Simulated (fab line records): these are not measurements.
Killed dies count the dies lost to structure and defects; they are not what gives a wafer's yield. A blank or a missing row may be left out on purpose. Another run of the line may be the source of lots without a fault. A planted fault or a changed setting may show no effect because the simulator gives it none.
Which tool was responsible? | flow sfqLine | 7 lots (21 wafers sampled), 1 step of a 325-step route

## WHAT THE GAUGES READ, wafer by wafer
SFQ_M0_OVL_MEAS_906.
lot  | measured     | on         | M0_OVL (nm)
L571 | day 8 15:16  | overlay-01 | -4 -3 -1
L574 | day 9 02:04  | overlay-01 | -3 -2 1
L580 | day 9 23:46  | overlay-02 | 1 3 -4
L585 | day 11 09:14 | overlay-01 | 1 -1 -3
L587 | day 12 08:41 | overlay-02 | -1 4 3
L591 | day 17 08:11 | overlay-02 | 2 3 -1
L593 | day 17 14:11 | overlay-01 | 1 1 7

## WHAT TOOL EACH LOT RAN ON (gives the tool, then ch and the chambers of the sampled wafers, and finally the start)
There is no process step in the record ahead of these readings.

## THE ANSWER, worked out from the rows above alone
Rule: the lots themselves supply what counts as usual. The widest of any qualifying gaps counts: lots, ordered by their means at a reading, are off when they make up no more than a third of the lots, leave a main group of 4 or more, and stand apart from it by 3 or more times the standard deviation of that group's means. The tables above print the reading to a certain number of digits; a main group whose means all agree to those digits is not used. A lot without any number at a reading at which 4 lots or more have one is off too. Any other lot the step has rows for is counted as sound.
No lot is off at any reading shown: from this, nothing can be told.

## WHAT THE SIMULATOR PUT IN
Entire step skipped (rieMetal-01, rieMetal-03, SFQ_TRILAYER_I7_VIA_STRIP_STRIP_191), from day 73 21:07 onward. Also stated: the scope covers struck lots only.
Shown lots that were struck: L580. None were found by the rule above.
